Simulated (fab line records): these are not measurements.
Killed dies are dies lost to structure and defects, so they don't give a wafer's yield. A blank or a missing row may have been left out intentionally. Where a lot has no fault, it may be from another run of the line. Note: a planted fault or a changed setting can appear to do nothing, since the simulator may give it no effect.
fab line records ; flow sky130
record lots=7; wafers=21; last_day=49
route steps=708 shown CAPM@548 METAL3@555 PAD_OPEN@708
lots that met no fault: from a run of the same line without faults
start_h: the number of hours between the record's first day and the start of the first shown wafer of the lot ; wait_h: time in hours since the lot's previous step ; " repeats the value in the row above ; L1.1+2: several wafers, shown together as one row ; - either no value or no given start ; * or withheld: withheld ; < > ~ a bound
route shown NAME@n: names a module that has steps shown in the file, with the first one's number in the route ; usual: mean/standard deviation taken from wafers without a fault ; same: alike in all rows ; chamber/n: place in a boat ; sites: each site's reading ; _std_site: standard deviation of those values ; _edge_site: inner sites' mean taken away from outer sites' mean ; radius_mm: for every site, how far away it sits from the centre of the wafer ; mask NAME#n: copy n ; behind: the last tool/chamber to shape the wafer ; hold: what put the lot on hold/how long, in hours/how the hold closed ; device: names the non-switching transistor (n, p or np) ; end of line: tests of these same wafers at the route's end ; where a step has no rows: the recipe by itself ; killed: at the first sort, the dies lost to defects and structure; wafer yield is something else ; map: dies across one wafer; x = killed, . = not, _ = none there
set.NAME: setting as actually run; set.NAME@STEP: the setting as run at that earlier step ; model.NAME: the simulator's own value behind a step, which no gauge read
lots seen at some steps along the route; tables by step, rows by wafer
services: a tool's chamber out of use, with start hour (start_h, from the record's first day; less than 0 if before it), hours out, and reason
## steps
# step SKY_CAPM_DEVELOP_11
# recipe resist=NOVOLAK; developer=TMAH; develop_time_s=60; dev_temp_c=23
# step SKY_CAPM_OVL_MEAS_12
# usual CAPM_OVL=1.0/1.4
lot.wafer;tool;chamber;start_h;wait_h;CAPM_OVL[nm]
L724.2;overlay-01;-;901.81;0.1;3.6
L724.3;overlay-01;-;901.81;0.1;2.9
L724.5;overlay-01;-;901.81;0.1;3.5
L725.1;overlay-01;-;920.05;0.1;2.5
L725.2;overlay-01;-;920.05;0.1;2.3
L725.6;overlay-01;-;920.05;0.1;1.0
L729.1;overlay-02;-;932.57;0.1;1.2
L729.4;overlay-02;-;932.57;0.1;-0.2
L729.6;overlay-02;-;932.57;0.1;0.3
L730.2;overlay-02;-;935.67;0.1;1.2
L730.3;overlay-02;-;935.67;0.1;4.0
L730.6;overlay-02;-;935.67;0.1;2.1
L732.3;overlay-02;-;943.43;0.1;-0.7
L732.5;overlay-02;-;943.43;0.1;2.6
L732.6;overlay-02;-;943.43;0.1;-0.4
L740.1;overlay-01;-;990.82;0.1;-0.6
L740.3;overlay-01;-;990.82;0.1;1.7
L740.4;overlay-01;-;990.82;0.1;0.0
L742.1;overlay-02;-;1017.07;0.1;-1.7
L742.3;overlay-02;-;1017.07;0.1;-0.1
L742.4;overlay-02;-;1017.07;0.1;-0.6
# step SKY_CAPM_METAL_ETCH_13
# recipe target_depth_nm=220; stop_on=SiO2; chemistry=Cl2/BCl3; target=TiN; pressure_mtorr=10; icp_w=900; bias_w=48.5; Cl2_flow_sccm=60; bcl3_flow_sccm=30; time_s=62.9
# usual drypump_motor_current_A=6.1/0.37; he_backside_leak_sccm=3.31/0.22; oes_product_au=0.944/0.0096; throttle_valve_pct=21.899/0.011
lot.wafer;tool;chamber;start_h;wait_h;drypump_motor_current_A;he_backside_leak_sccm;oes_product_au;rf_hours_counter_h;throttle_valve_pct
L724.2;rie_metal-02;1;901.86;0.0;5.6;3.30;0.943;-;21.895
L724.3;rie_metal-02;1;901.86;0.0;5.6;3.50;0.944;-;21.910
L724.5;rie_metal-02;1;901.86;0.0;5.6;3.41;0.944;-;21.908
L725.1;rie_metal-01;0;920.09;0.0;6.0;3.42;0.929;8;21.904
L725.2;rie_metal-01;1;920.09;0.0;6.6;3.27;0.931;18;21.903
L725.6;rie_metal-01;1;920.09;0.0;6.6;3.02;0.936;-;21.900
L729.1;rie_metal-04;1;932.61;0.0;6.4;3.55;0.941;7;21.897
L729.4;rie_metal-04;1;932.61;0.0;6.4;3.56;0.962;-;21.896
L729.6;rie_metal-04;0;932.61;0.0;6.3;3.19;0.945;-;21.906
L730.2;rie_metal-04;1;935.70;0.0;6.4;3.18;0.938;7;21.914
L730.3;rie_metal-04;1;935.70;0.0;6.4;3.36;0.949;-;21.899
L730.6;rie_metal-04;0;935.70;0.0;6.3;3.19;0.926;-;21.912
L732.3;rie_metal-04;1;943.48;0.0;6.4;3.58;0.935;-;21.904
L732.5;rie_metal-04;0;943.48;0.0;6.3;3.16;0.937;-;21.907
L732.6;rie_metal-04;1;943.48;0.0;6.3;3.33;0.935;-;21.903
L740.1;rie_metal-02;1;990.85;0.0;5.6;3.55;0.938;22;21.887
L740.3;rie_metal-02;1;990.85;0.0;5.6;3.51;0.937;-;21.910
L740.4;rie_metal-02;0;990.85;0.0;5.7;3.01;0.945;-;21.896
L742.1;rie_metal-02;1;1017.10;0.0;5.6;3.34;0.952;23;21.905
L742.3;rie_metal-02;0;1017.10;0.0;5.7;2.77;0.965;-;21.879
L742.4;rie_metal-02;1;1017.10;0.0;5.6;3.33;0.952;-;21.896
# step SKY_CAPM_STRIP_14
# recipe chemistry=O2/N2; power_w=1400; pressure_mtorr=1500; platen_temp_c=withheld; o2_flow_sccm=3000; n2_flow_sccm=300; overash_fraction=0.5
# usual drypump_motor_current_A=5.8/0.59; n2_flow_sccm=300.2/0.85; oes_product_au=0.711/0.0046; strip_time_to_endpoint_s=12.67/0.054
lot.wafer;tool;chamber;start_h;wait_h;drypump_motor_current_A;n2_flow_sccm;oes_product_au;rf_hours_counter_h;strip_time_to_endpoint_s
L724.2;plasma_asher-03;1;901.99;0.1;5.8;300.2;0.713;15;12.81
L724.3;plasma_asher-03;0;901.99;0.1;6.1;301.1;0.706;-;12.75
L724.5;plasma_asher-03;0;901.99;0.1;6.1;301.0;0.710;-;12.74
L725.1;plasma_asher-04;1;920.16;0.1;5.0;298.1;0.709;105;12.74
L725.2;plasma_asher-04;0;920.16;0.1;6.7;300.8;0.703;105;12.70
L725.6;plasma_asher-04;1;920.16;0.1;5.0;300.0;0.710;-;12.65
L729.1;plasma_asher-04;0;932.69;0.1;6.7;300.2;0.704;106;12.66
L729.4;plasma_asher-04;1;932.69;0.1;5.0;300.0;0.703;-;12.70
L729.6;plasma_asher-04;0;932.69;0.1;6.7;300.6;0.712;-;12.63
L730.2;plasma_asher-04;0;935.78;0.1;6.6;302.3;0.712;106;12.63
L730.3;plasma_asher-04;1;935.78;0.1;5.0;300.7;0.709;-;12.66
L730.6;plasma_asher-04;1;935.78;0.1;5.0;299.4;0.706;-;12.66
L732.3;plasma_asher-01;0;943.56;0.1;6.0;301.4;0.712;-;12.61
L732.5;plasma_asher-01;1;943.56;0.1;5.3;301.6;0.717;-;12.62
L732.6;plasma_asher-01;0;943.56;0.1;6.0;301.9;0.719;-;12.69
L740.1;plasma_asher-01;0;990.93;0.1;6.0;301.6;0.704;89;12.69
L740.3;plasma_asher-01;1;990.93;0.1;5.3;299.9;0.716;-;12.67
L740.4;plasma_asher-01;0;990.93;0.1;6.0;299.8;0.705;-;12.65
L742.1;plasma_asher-01;0;1017.18;0.1;6.0;300.5;0.719;92;12.64
L742.3;plasma_asher-01;1;1017.18;0.1;5.4;300.2;0.710;-;12.67
L742.4;plasma_asher-01;0;1017.18;0.1;6.0;298.8;0.717;-;12.70
# step SKY_CAPM_STRIP_15
# recipe chemistry=post_etch_residue_remover; time_s=1200; temp_c=72.5
# step SKY_CAPM_CLEAN_16
# recipe chemistry=IPA; time_s=180; temp_c=25
# step SKY_CAPM_CLEAN_17
# recipe chemistry=O3/DIW; dry=n2_spin
# step SKY_METAL3_DEHYDRATE_05
# recipe temp_c=200; time_s=60
# step SKY_METAL3_HMDS_06
# recipe prime_time_s=60; prime_temp_c=120
# step SKY_METAL3_COAT_07
# recipe resist=BARC; temp_c=withheld; time_s=withheld; spin_rpm=3000; resist_thk_nm=60
# step SKY_METAL3_COAT_08
# recipe resist=KrF-thick; spin_rpm=3000; resist_thk_nm=1140
# step SKY_METAL3_SOFTBAKE_09
# recipe temp_c=100; time_s=90; resist=KrF-thick
# step SKY_METAL3_EXPOSE_10
# recipe mask_id=MM3; na=0.68; source_shape=annular; sigma_inner=0.4; sigma_outer=0.8; target_cd_nm=300; dose_mj=28
# usual focus_offset_nm=0.0/0.55
lot.wafer;tool;chamber;start_h;wait_h;mask;focus_offset_nm
L724.2;krf_scanner-01;0;916.67;-;MM3#0;0.7
L724.3;krf_scanner-01;0;916.67;-;MM3#0;0.5
L724.5;krf_scanner-01;0;916.67;-;MM3#0;0.2
L725.1;krf_scanner-01;0;932.52;-;MM3#0;0.3
L725.2;krf_scanner-01;0;932.52;-;MM3#0;0.3
L725.6;krf_scanner-01;0;932.52;-;MM3#0;0.2
L729.1;krf_scanner-01;0;945.65;-;MM3#0;0.3
L729.4;krf_scanner-01;0;945.65;-;MM3#0;-0.9
L729.6;krf_scanner-01;0;945.65;-;MM3#0;0.2
L730.2;krf_scanner-02;0;947.72;-;MM3#0;-0.7
L730.3;krf_scanner-02;0;947.72;-;MM3#0;-0.5
L730.6;krf_scanner-02;0;947.72;-;MM3#0;0.6
L732.3;krf_scanner-01;0;955.23;-;MM3#0;0.7
L732.5;krf_scanner-01;0;955.23;-;MM3#0;1.1
L732.6;krf_scanner-01;0;955.23;-;MM3#0;0.2
L740.1;krf_scanner-02;0;1001.85;-;MM3#0;-0.1
L740.3;krf_scanner-02;0;1001.85;-;MM3#0;0.1
L740.4;krf_scanner-02;0;1001.85;-;MM3#0;-0.6
L742.1;krf_scanner-02;0;1029.06;-;MM3#0;-0.7
L742.3;krf_scanner-02;0;1029.06;-;MM3#0;-0.3
L742.4;krf_scanner-02;0;1029.06;-;MM3#0;-0.3
# step SKY_METAL3_PEB_11
# recipe peb_temp_c=withheld; peb_time_s=withheld; resist=KrF-thick
# step SKY_METAL3_DEVELOP_12
# recipe develop_time_s=60; resist=KrF-thick; dev_temp_c=21
# step SKY_METAL3_CD_MEAS_13
# recipe target_cd_nm=300
# usual cd_nm=300.1/1.4
lot.wafer;tool;chamber;start_h;wait_h;cd_nm
L724.2;cd_sem-01;-;926.14;-;299.6
L724.3;cd_sem-01;-;926.14;-;298.9
L724.5;cd_sem-01;-;926.14;-;298.0
L725.1;cd_sem-02;-;944.37;-;268.7
L725.2;cd_sem-02;-;944.37;-;299.5
L725.6;cd_sem-02;-;944.37;-;300.4
L729.1;cd_sem-02;-;957.12;-;267.5
L729.4;cd_sem-02;-;957.12;-;299.9
L729.6;cd_sem-02;-;957.12;-;297.8
L730.2;cd_sem-02;-;959.34;-;299.5
L730.3;cd_sem-02;-;959.34;-;299.6
L730.6;cd_sem-02;-;959.34;-;301.8
L732.3;cd_sem-01;-;968.26;-;268.6
L732.5;cd_sem-01;-;968.26;-;300.4
L732.6;cd_sem-01;-;968.26;-;301.1
L740.1;cd_sem-02;-;1013.77;-;298.5
L740.3;cd_sem-02;-;1013.77;-;299.3
L740.4;cd_sem-02;-;1013.77;-;299.6
L742.1;cd_sem-02;-;1040.77;-;300.4
L742.3;cd_sem-02;-;1040.77;-;300.0
L742.4;cd_sem-02;-;1040.77;-;299.2
# step SKY_METAL3_OVL_MEAS_14
# usual METAL3_OVL=3/6
lot.wafer;tool;chamber;start_h;wait_h;METAL3_OVL[nm]
L724.2;overlay-01;-;926.24;0.1;7
L724.3;overlay-01;-;926.24;0.1;8
L724.5;overlay-01;-;926.24;0.1;8
L725.1;overlay-02;-;944.49;0.1;-2
L725.2;overlay-02;-;944.49;0.1;4
L725.6;overlay-02;-;944.49;0.1;11
L729.1;overlay-02;-;957.24;0.1;6
L729.4;overlay-02;-;957.24;0.1;1
L729.6;overlay-02;-;957.24;0.1;-1
L730.2;overlay-01;-;959.44;0.1;1
L730.3;overlay-01;-;959.44;0.1;11
L730.6;overlay-01;-;959.44;0.1;-2
L732.3;overlay-02;-;968.35;0.1;6
L732.5;overlay-02;-;968.35;0.1;5
L732.6;overlay-02;-;968.35;0.1;7
L740.1;overlay-01;-;1013.89;0.1;-10
L740.3;overlay-01;-;1013.89;0.1;-5
L740.4;overlay-01;-;1013.89;0.1;-1
L742.1;overlay-01;-;1040.89;0.1;2
L742.3;overlay-01;-;1040.89;0.1;4
L742.4;overlay-01;-;1040.89;0.1;9
# step SKY_METAL3_DESCUM_15
# recipe chemistry=O2; source_power_w=150; bias_power_w=0; pressure_mtorr=10; temp_c=40; time_s=8
# usual drypump_motor_current_A=6.30/0.27; he_backside_leak_sccm=3.31/0.18; oes_product_au=1.002/0.017
lot.wafer;tool;chamber;start_h;wait_h;drypump_motor_current_A;he_backside_leak_sccm;oes_product_au;rf_hours_counter_h;model.METAL3.cd_nm
L724.2;rie_metal-03;1;926.27;0.0;6.49;3.03;1.016;18;300.2
L724.3;rie_metal-03;0;926.27;0.0;5.79;3.60;1.017;-;299.2
L724.5;rie_metal-03;1;926.27;0.0;6.57;3.07;1.003;-;298.5
L725.1;rie_metal-04;1;944.53;0.0;6.38;3.32;1.011;7;268.5
L725.2;rie_metal-04;0;944.53;0.0;6.31;3.07;1.008;14;298.8
L725.6;rie_metal-04;1;944.53;0.0;6.40;3.35;0.994;-;300.5
L729.1;rie_metal-01;0;957.28;0.0;5.98;3.56;0.975;10;266.4
L729.4;rie_metal-01;0;957.28;0.0;5.97;3.47;0.969;-;299.1
L729.6;rie_metal-01;1;957.28;0.0;6.61;3.07;1.010;-;297.5
L730.2;rie_metal-04;1;959.47;0.0;6.36;3.42;1.004;8;299.8
L730.3;rie_metal-04;1;959.47;0.0;6.38;3.72;1.010;-;299.9
L730.6;rie_metal-04;0;959.47;0.0;6.30;3.20;1.019;-;301.5
L732.3;rie_metal-01;1;968.38;0.0;6.63;3.00;1.021;-;267.8
L732.5;rie_metal-01;1;968.38;0.0;6.62;3.13;1.018;-;299.2
L732.6;rie_metal-01;0;968.38;0.0;5.96;3.39;0.974;-;299.5
L740.1;rie_metal-04;0;1013.92;0.0;6.29;3.21;1.008;16;297.3
L740.3;rie_metal-04;1;1013.92;0.0;6.41;3.21;0.996;-;299.9
L740.4;rie_metal-04;0;1013.92;0.0;6.31;3.20;1.003;-;298.8
L742.1;rie_metal-03;0;1040.92;0.0;5.80;3.44;1.009;0;300.9
L742.3;rie_metal-03;1;1040.92;0.0;6.48;3.26;1.014;-;299.7
L742.4;rie_metal-03;0;1040.92;0.0;5.80;3.47;0.998;-;300.6
# step SKY_METAL3_ETCH_16
# recipe chemistry=N2/H2; target=BARC; ion_energy_ev=200; bias_w=100; pressure_mtorr=30; n2_flow_sccm=100; h2_flow_sccm=200; icp_w=500; stop_on=SiO2; time_s=88.2; target_depth_a=600
# usual drypump_motor_current_A=6.31/0.28; he_backside_leak_sccm=3.32/0.19; n2_flow_sccm=100.01/0.29; oes_product_au=0.626/0.0047; throttle_valve_pct=13.206/0.0091
lot.wafer;tool;chamber;start_h;wait_h;drypump_motor_current_A;he_backside_leak_sccm;n2_flow_sccm;oes_product_au;rf_hours_counter_h;throttle_valve_pct
L724.2;rie_metal-03;1;926.30;0.0;6.52;3.17;100.07;0.631;18;13.203
L724.3;rie_metal-03;0;926.30;0.0;5.78;3.42;99.92;0.629;-;13.199
L724.5;rie_metal-03;1;926.30;0.0;6.58;3.12;99.94;0.620;-;13.215
L725.1;rie_metal-04;1;944.56;0.0;6.41;3.48;99.94;0.620;7;13.191
L725.2;rie_metal-04;0;944.56;0.0;6.34;3.29;99.63;0.628;14;13.224
L725.6;rie_metal-04;1;944.56;0.0;6.37;3.64;99.99;0.633;-;13.204
L729.1;rie_metal-01;0;957.31;0.0;5.97;3.35;100.66;0.624;10;13.216
L729.4;rie_metal-01;0;957.31;0.0;5.96;3.52;100.37;0.621;-;13.201
L729.6;rie_metal-01;1;957.31;0.0;6.63;3.12;99.96;0.619;-;13.208
L730.2;rie_metal-04;1;959.50;0.0;6.38;3.62;99.99;0.625;8;13.197
L730.3;rie_metal-04;1;959.50;0.0;6.41;3.73;99.67;0.627;-;13.185
L730.6;rie_metal-04;0;959.50;0.0;6.32;3.23;100.46;0.625;-;13.225
L732.3;rie_metal-01;1;968.44;0.0;6.65;3.04;100.05;0.627;-;13.224
L732.5;rie_metal-01;1;968.44;0.0;6.67;2.96;99.95;0.630;-;13.210
L732.6;rie_metal-01;0;968.44;0.0;5.98;3.44;100.25;0.628;-;13.207
L740.1;rie_metal-04;0;1013.95;0.0;6.29;3.24;100.26;0.620;16;13.193
L740.3;rie_metal-04;1;1013.95;0.0;6.37;3.52;100.02;0.621;-;13.212
L740.4;rie_metal-04;0;1013.95;0.0;6.35;3.32;99.67;0.641;-;13.198
L742.1;rie_metal-03;0;1040.95;0.0;5.82;3.52;99.98;0.621;0;13.200
L742.3;rie_metal-03;1;1040.95;0.0;6.48;3.09;99.89;0.632;-;13.185
L742.4;rie_metal-03;0;1040.95;0.0;5.81;3.58;100.10;0.625;-;13.217
# step SKY_METAL3_ETCH_17
# recipe target=SiO2; stop_on=TiN; chemistry=C4F8/O2/Ar; source_w=1500; bias_w=1200; pressure_mtorr=40; c4f8_flow_sccm=withheld; O2_flow_sccm=6; Ar_flow_sccm=300; time_s=3.9; target_depth_a=150
# usual oes_product_au=0.753/0.0081
lot.wafer;tool;chamber;start_h;wait_h;oes_product_au;rf_hours_counter_h
L724.2;rie_diel-01;0;926.40;0.1;0.755;2
L724.3;rie_diel-01;3;926.40;0.1;0.745;1
L724.5;rie_diel-01;3;926.40;0.1;0.756;-
L725.1;rie_diel-03;0;944.66;0.1;0.748;13
L725.2;rie_diel-03;3;944.66;0.1;0.753;22
L725.6;rie_diel-03;1;944.66;0.1;0.752;-
L729.1;rie_diel-01;2;957.41;0.1;0.749;14
L729.4;rie_diel-01;3;957.41;0.1;0.753;2
L729.6;rie_diel-01;0;957.41;0.1;0.751;-
L730.2;rie_diel-03;0;959.60;0.1;0.749;13
L730.3;rie_diel-03;3;959.60;0.1;0.758;23
L730.6;rie_diel-03;3;959.60;0.1;0.742;-
L732.3;rie_diel-01;1;968.50;0.0;0.764;7
L732.5;rie_diel-01;0;968.50;0.0;0.763;-
L732.6;rie_diel-01;1;968.50;0.0;0.773;-
L740.1;rie_diel-01;2;1014.05;0.1;0.753;16
L740.3;rie_diel-01;0;1014.05;0.1;0.752;5
L740.4;rie_diel-01;3;1014.05;0.1;0.755;4
L742.1;rie_diel-03;1;1041.05;0.1;0.749;15
L742.3;rie_diel-03;2;1041.05;0.1;0.744;26
L742.4;rie_diel-03;3;1041.05;0.1;0.753;27
# step SKY_METAL3_METAL_ETCH_18
# recipe target_depth_a=8450; stop_on=SiO2; over_etch_frac=0.3; time_s=183.1; chemistry=Cl2/BCl3; resist_sidewall_deg=88; pressure_mtorr=10; icp_w=900; bias_w=48.5; Cl2_flow_sccm=60; bcl3_flow_sccm=30
# usual drypump_motor_current_A=6.3/0.31; he_backside_leak_sccm=3.30/0.27; oes_product_au=0.866/0.0062; throttle_valve_pct=22.265/0.0094
lot.wafer;tool;chamber;start_h;wait_h;drypump_motor_current_A;he_backside_leak_sccm;oes_product_au;rf_hours_counter_h;throttle_valve_pct;model.METAL3.cd_nm
L724.2;rie_metal-01;0;926.42;0.0;6.0;3.42;0.876;8;22.272;298.9
L724.3;rie_metal-01;0;926.42;0.0;6.0;3.42;0.869;-;22.266;302.5
L724.5;rie_metal-01;1;926.42;0.0;6.6;3.26;0.874;-;22.255;291
L725.1;rie_metal-01;1;944.68;0.0;6.7;3.22;0.880;20;22.269;261.2
L725.2;rie_metal-01;0;944.68;0.0;6.0;3.34;0.872;10;22.273;297.2
L725.6;rie_metal-01;0;944.68;0.0;6.0;3.33;0.859;-;22.288;301
L729.1;rie_metal-03;0;957.43;0.0;5.8;3.29;0.873;19;22.267;267.7
L729.4;rie_metal-03;0;957.43;0.0;5.8;3.45;0.870;-;22.262;300.4
L729.6;rie_metal-03;0;957.43;0.0;5.8;3.52;0.872;-;22.284;298.8
L730.2;rie_metal-01;0;959.62;0.0;6.0;3.54;0.855;10;22.270;298.4
L730.3;rie_metal-01;1;959.62;0.0;6.6;3.13;0.867;-;22.270;294
L730.6;rie_metal-01;0;959.62;0.0;6.0;3.35;0.862;-;22.259;301.4
L732.3;rie_metal-03;0;968.58;0.1;5.8;3.57;0.865;-;22.253;266.4
L732.5;rie_metal-03;1;968.58;0.1;6.6;3.14;0.863;-;22.267;296.5
L732.6;rie_metal-03;0;968.58;0.1;5.8;3.54;0.864;-;22.267;300.3
L740.1;rie_metal-03;1;1014.07;0.0;6.5;3.02;0.872;4;22.279;302.6
L740.3;rie_metal-03;1;1014.07;0.0;6.5;3.13;0.877;-;22.268;302
L740.4;rie_metal-03;1;1014.07;0.0;6.5;3.14;0.862;-;22.264;304.3
L742.1;rie_metal-04;0;1041.07;0.0;6.3;3.21;0.868;19;22.248;305.3
L742.3;rie_metal-04;0;1041.07;0.0;6.4;3.24;0.865;-;22.250;298.1
L742.4;rie_metal-04;0;1041.07;0.0;6.3;3.27;0.866;-;22.260;301.9
# step SKY_METAL3_STRIP_19
# recipe chemistry=O2/N2; power_w=1400; pressure_mtorr=1500; platen_temp_c=withheld; o2_flow_sccm=3000; n2_flow_sccm=300; overash_fraction=0.5
# usual drypump_motor_current_A=5.8/0.59; n2_flow_sccm=300.0/1.1; oes_product_au=0.500/0.0069; strip_time_to_endpoint_s=6.47/0.13
lot.wafer;tool;chamber;start_h;wait_h;drypump_motor_current_A;n2_flow_sccm;oes_product_au;rf_hours_counter_h;strip_time_to_endpoint_s
L724.2;plasma_asher-02;0;926.60;0.1;5.7;300.0;0.501;50;6.70
L724.3;plasma_asher-02;0;926.60;0.1;5.7;300.1;0.514;-;6.74
L724.5;plasma_asher-02;1;926.60;0.1;5.7;299.8;0.501;-;6.35
L725.1;plasma_asher-02;1;944.85;0.1;5.7;299.5;0.500;52;6.39
L725.2;plasma_asher-02;0;944.85;0.1;5.6;299.8;0.514;52;6.79
L725.6;plasma_asher-02;0;944.85;0.1;5.6;299.9;0.513;-;6.69
L729.1;plasma_asher-02;1;957.78;0.3;5.7;298.1;0.502;53;6.52
L729.4;plasma_asher-02;0;957.78;0.3;5.7;299.8;0.499;-;6.43
L729.6;plasma_asher-02;1;957.78;0.3;5.7;298.7;0.494;-;6.43
L730.2;plasma_asher-04;0;959.80;0.1;6.7;298.6;0.514;109;6.75
L730.3;plasma_asher-04;0;959.80;0.1;6.7;297.8;0.496;-;6.36
L730.6;plasma_asher-04;0;959.80;0.1;6.7;298.7;0.511;-;6.74
L732.3;plasma_asher-04;0;968.73;0.1;6.7;301.8;0.508;-;6.35
L732.5;plasma_asher-04;1;968.73;0.1;5.0;299.6;0.494;-;6.26
L732.6;plasma_asher-04;0;968.73;0.1;6.7;301.0;0.497;-;6.45
L740.1;plasma_asher-02;0;1014.43;0.3;5.7;299.6;0.505;59;6.40
L740.3;plasma_asher-02;1;1014.43;0.3;5.7;300.2;0.497;-;6.39
L740.4;plasma_asher-02;0;1014.43;0.3;5.7;301.0;0.496;-;6.42
L742.1;plasma_asher-02;1;1041.43;0.3;5.7;301.0;0.502;62;6.50
L742.3;plasma_asher-02;0;1041.43;0.3;5.6;299.2;0.499;-;6.53
L742.4;plasma_asher-02;1;1041.43;0.3;5.7;301.9;0.500;-;6.58
# step SKY_PAD_OPEN_PROBE_99
lot.wafer;tool;chamber;start_h;wait_h;model.etest.met3.width_nm;model.etest.met3.line_ohm_um
L724.2;prober-01;-;1091.63;0.1;294.6;0.1421
L724.3;prober-01;-;1091.68;0.2;304.8;0.1396
L724.5;prober-01;-;1091.78;0.2;291.7;0.1457
L725.1;prober-02;-;1112.85;0.1;260.4;0.1601
L725.2;prober-02;-;1112.90;0.1;295.1;0.1416
L725.6;prober-02;-;1113.10;0.2;301.2;0.1412
L729.1;prober-02;-;1121.48;0.1;268.9;0.156
L729.4;prober-02;-;1121.63;0.2;302.3;0.1372
L729.6;prober-02;-;1121.73;0.2;299.8;0.138
L730.2;prober-02;-;1122.48;0.1;298.3;0.1449
L730.3;prober-02;-;1122.53;0.2;293.3;0.1433
L730.6;prober-02;-;1122.68;0.2;296.9;0.1456
L732.3;prober-02;-;1131.65;0.2;265.9;0.1606
L732.5;prober-02;-;1131.75;0.2;294.1;0.1467
L732.6;prober-02;-;1131.80;0.2;299.4;0.144
L740.1;prober-02;-;1162.00;0.1;300.4;0.1438
L740.3;prober-02;-;1162.10;0.2;300.3;0.1416
L740.4;prober-02;-;1162.15;0.2;305.7;0.1411
L742.1;prober-02;-;1186.87;0.1;304.1;0.1395
L742.3;prober-02;-;1186.97;0.2;298.1;0.1462
L742.4;prober-02;-;1187.02;0.2;306;0.1375
# killed by level:class
L724.2 VIA1:geometric_particle:open=10 FIELD_ISO:geometric_particle:open=8 VIA3:geometric_particle:open=8 VIA2:geometric_particle:open=8 FIELD_ISO:geometric_particle:short=6 LI_CONTACT:geometric_particle:open=6 METAL2:geometric_particle:short=6 METAL1:geometric_particle:short=5
L724.3 VIA1:geometric_particle:open=13 VIA1:geometric_particle:short=8 VIA2:geometric_particle:open=8 VIA3:geometric_particle:open=6 FIELD_ISO:geometric_particle:short=5 LI_CONTACT:geometric_particle:open=5 CONTACT:geometric_particle:short=5 FIELD_ISO:geometric_particle:open=4
L724.5 VIA1:geometric_particle:open=14 CONTACT:geometric_particle:open=8 VIA1:geometric_particle:short=8 LI_CONTACT:geometric_particle:open=7 VIA3:geometric_particle:open=7 METAL1:geometric_particle:short=7 METAL2:geometric_particle:short=6 FIELD_ISO:geometric_particle:short=4
L730.2 CONTACT:geometric_particle:open=9 LI_CONTACT:geometric_particle:open=7 CONTACT:geometric_particle:short=7 VIA3:geometric_particle:open=7 METAL1:geometric_particle:short=6 METAL2:geometric_particle:short=6 VIA1:geometric_particle:open=5 METAL4:geometric_particle:short=5
L730.3 CONTACT:geometric_particle:open=13 LI_CONTACT:geometric_particle:open=11 FIELD_ISO:geometric_particle:open=8 VIA1:geometric_particle:open=8 METAL2:geometric_particle:short=7 LI_CONTACT:geometric_particle:short=5 METAL1:geometric_particle:short=5 POLY_GATE:geometric_particle:short=4
L730.6 VIA1:geometric_particle:open=14 LI_CONTACT:geometric_particle:open=6 CONTACT:geometric_particle:open=6 VIA2:geometric_particle:open=6 VIA3:geometric_particle:open=6 VIA1:geometric_particle:short=5 METAL2:geometric_particle:short=5 POLY_GATE:geometric_particle:open=4
L740.1 CONTACT:geometric_particle:open=12 VIA1:geometric_particle:open=11 LI_CONTACT:geometric_particle:open=10 FIELD_ISO:geometric_particle:short=7 METAL1:geometric_particle:short=7 METAL2:geometric_particle:short=6 FIELD_ISO:geometric_particle:open=5 VIA2:geometric_particle:short=5
L740.3 METAL1:geometric_particle:short=11 CONTACT:geometric_particle:short=9 VIA1:geometric_particle:open=9 VIA1:geometric_particle:short=8 CONTACT:geometric_particle:open=7 LI_CONTACT:geometric_particle:short=5 METAL2:geometric_particle:short=5 FIELD_ISO:geometric_particle:short=4
L740.4 CONTACT:geometric_particle:open=10 VIA1:geometric_particle:open=10 POLY_GATE:geometric_particle:short=7 LI_CONTACT:geometric_particle:open=7 VIA3:geometric_particle:open=6 VIA2:geometric_particle:open=5 POLY_GATE:geometric_particle:open=4 LOCAL_INTERCONNECT:geometric_particle:short=4
L742.1 CONTACT:geometric_particle:open=12 VIA1:geometric_particle:open=10 METAL2:geometric_particle:short=8 FIELD_ISO:geometric_particle:short=7 FIELD_ISO:geometric_particle:open=7 VIA1:geometric_particle:short=6 LI_CONTACT:geometric_particle:short=5 LI_CONTACT:geometric_particle:open=5
L742.3 VIA1:geometric_particle:open=11 LI_CONTACT:geometric_particle:open=8 FIELD_ISO:geometric_particle:short=7 VIA2:geometric_particle:open=6 METAL2:geometric_particle:short=5 LI_CONTACT:geometric_particle:short=4 CONTACT:geometric_particle:short=4 CONTACT:geometric_particle:open=4
L742.4 LI_CONTACT:geometric_particle:open=11 VIA1:geometric_particle:open=11 CONTACT:geometric_particle:open=8 FIELD_ISO:geometric_particle:open=7 VIA3:geometric_particle:open=7 FIELD_ISO:geometric_particle:short=6 POLY_GATE:geometric_particle:open=5 POLY_GATE:geometric_particle:short=5
## services
tool;chamber;start_h;hours;kind
krf_scanner-02;-;880.41;0.8;pm
rie_diel-01;-;882.14;0.1;repair
rie_diel-03;-;883.92;0.4;repair
plasma_asher-01;-;887.87;1.1;repair
rie_metal-03;-;895.28;28.1;pm
rie_metal-01;-;910.99;1.4;pm
rie_metal-02;-;918.45;2.8;pm
krf_scanner-02;-;921.91;1.3;pm
rie_metal-04;-;933.27;1.9;repair
rie_diel-03;2;938.44;2.9;repair
krf_scanner-02;-;941.17;1.0;pm
rie_metal-04;0;946.58;3.6;repair
rie_diel-01;-;953.66;0.3;repair
plasma_asher-01;-;955.61;2.8;pm
plasma_asher-01;-;958.36;11.7;pm
rie_diel-03;0;974.98;3.8;repair
rie_diel-03;1;980.61;33.0;repair
krf_scanner-01;-;984.73;44.7;repair
rie_metal-03;0;996.31;5.4;repair
rie_metal-04;1;1023.15;48.3;repair
rie_diel-01;2;1025.73;1.3;repair
krf_scanner-01;-;1029.38;1.0;pm
plasma_asher-04;-;1036.24;4.3;repair
rie_metal-03;0;1041.34;3.8;repair
## key
first_sign step=SKY_METAL3_CD_MEAS_13; reading=cd_nm; direction=down; sigmas=23; usual=300.1; struck=268.2
effect none on later readings
model_effect step=SKY_METAL3_DESCUM_15; value=METAL3.cd_nm; without=299.8; struck=267.6
model_effect step=SKY_METAL3_METAL_ETCH_18; value=METAL3.cd_nm; without=297.3; struck=265.1
model_effect step=SKY_PAD_OPEN_PROBE_99; value=etest.met3.width_nm; without=297.3; struck=265.1
met_at SKY_METAL3_EXPOSE_10
struck_wafers L725.1,L729.1,L732.3
sort_left_out L725.1,L729.1,L732.3
onset_between 916.67 932.52
fault kind=process_parameter_drift; tool=krf_scanner-01; chamber=-; onset_h=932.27; steps=SKY_METAL3_EXPOSE_10; channel=focus_nm; offset=270.7; shape=step; end_h=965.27; scope=struck_wafers_only
# sort_left_out: the simulated sort isn't trusted on such a fault, so these wafers' sort isn't shown, and their yield isn't known
